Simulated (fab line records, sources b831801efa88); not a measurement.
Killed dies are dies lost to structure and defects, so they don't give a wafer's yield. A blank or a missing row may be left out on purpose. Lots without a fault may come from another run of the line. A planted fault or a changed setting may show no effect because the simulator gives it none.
Problem report in the 8D (eight disciplines) form, filled by code | flow sky130 | the parts of the form that need people (team, actions taken, sign-off) are left out

1. THE PROBLEM
run_length_s at SKY_GATE_OXIDE_WET_ETCH_12 reads a mean of 186 s on 6 wafers of 2 lots; wafers without a fault read 364 s with a standard deviation of 3. That is -59 standard deviations from the usual mean.
The step: etches SiO2 in dHF, target depth 16.8 nm, time 336 s.
First seen on wafer L981.1, day 20 01:53, on wet_bench-04. The record holds 42 wafers of 14 lots with a number at this step. Rule for "out", or "out of limits": more than 4 standard deviations from the usual mean. The other wafers with a number count as sound.

2. WHAT IT IS AND WHAT IT IS NOT
question                    | is                     | is not
which readings at this step | run_length_s           | -
which lots                  | L981, L986             | L970, L972, L975, L976, L978, L979, L980, L982, L983, L984, L990, L992
which wafers of those lots  | all that have a number | -
read on which tools         | wet_bench-04           | wet_bench-01, wet_bench-03
when                        | from day 20 01:53      | up to then (21 sound wafers); but 15 sound wafers of L982, L983, L984, L990, L992 came after

3. SUSPECTS, AND WHAT RULES EACH OUT
Counting: a tool at a process step up to the reading stays a suspect if it ran every lot that is out and no sound lot after the first of them.
- wet_bench-04 at SKY_GATE_OXIDE_WET_ETCH_12 (etches SiO2 in dHF, target depth 16.8 nm, time 336 s): kept. It ran every lot that is out, first L981 (day 20 01:53), and no sound lot after that; its last sound lot up to then is L980 (day 17 11:38). Its own readings are out on those wafers: run_length_s.
Left after counting: wet_bench-04 at SKY_GATE_OXIDE_WET_ETCH_12.

4. THE CAUSE (what the simulator had put in)
Process parameter drift: wet_bench-04, from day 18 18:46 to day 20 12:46, at SKY_GATE_OXIDE_WET_ETCH_12. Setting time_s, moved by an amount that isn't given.
Counting left only this tool.

5. THE CHAIN OF EFFECTS, in route order
Each row: a reading whose mean over the struck wafers that have a number lies more than 3 standard deviations from the usual. Only readings for which the record gives a usual standard deviation are gone through. hours: the time from each lot's start at the first step in this table that gives one to its start at this step, as a median over the lots. sigmas: the change in usual standard deviations.
hours | step                       | reading             | usual | on struck wafers | change | sigmas
0     | SKY_GATE_OXIDE_WET_ETCH_12 | run_length_s        | 364 s | 186              | -178   | -59
718   | SKY_PAD_OPEN_PROBE_99      | killed_at_front_end | 16    | 422              | +406   | +92
718   | SKY_PAD_OPEN_PROBE_99      | killed_dies         | 86    | 492              | +406   | +42
718   | SKY_PAD_OPEN_PROBE_99      | killed_on_rim       | 17    | 96               | +79    | +21
The process steps in it:
- SKY_GATE_OXIDE_WET_ETCH_12: etches SiO2 in dHF, target depth 16.8 nm, time 336 s.
- SKY_PAD_OPEN_PROBE_99
Later measuring or inspecting steps at which every struck wafer that the step has a row for has a number for every such reading, and none has moved that far: SKY_GATE_OXIDE_TW_MEAS_14.

6. WHAT WOULD HAVE CAUGHT IT SOONER
In this record the first reading out of limits was taken at day 20 01:53, 31 hours after the fault began at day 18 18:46.
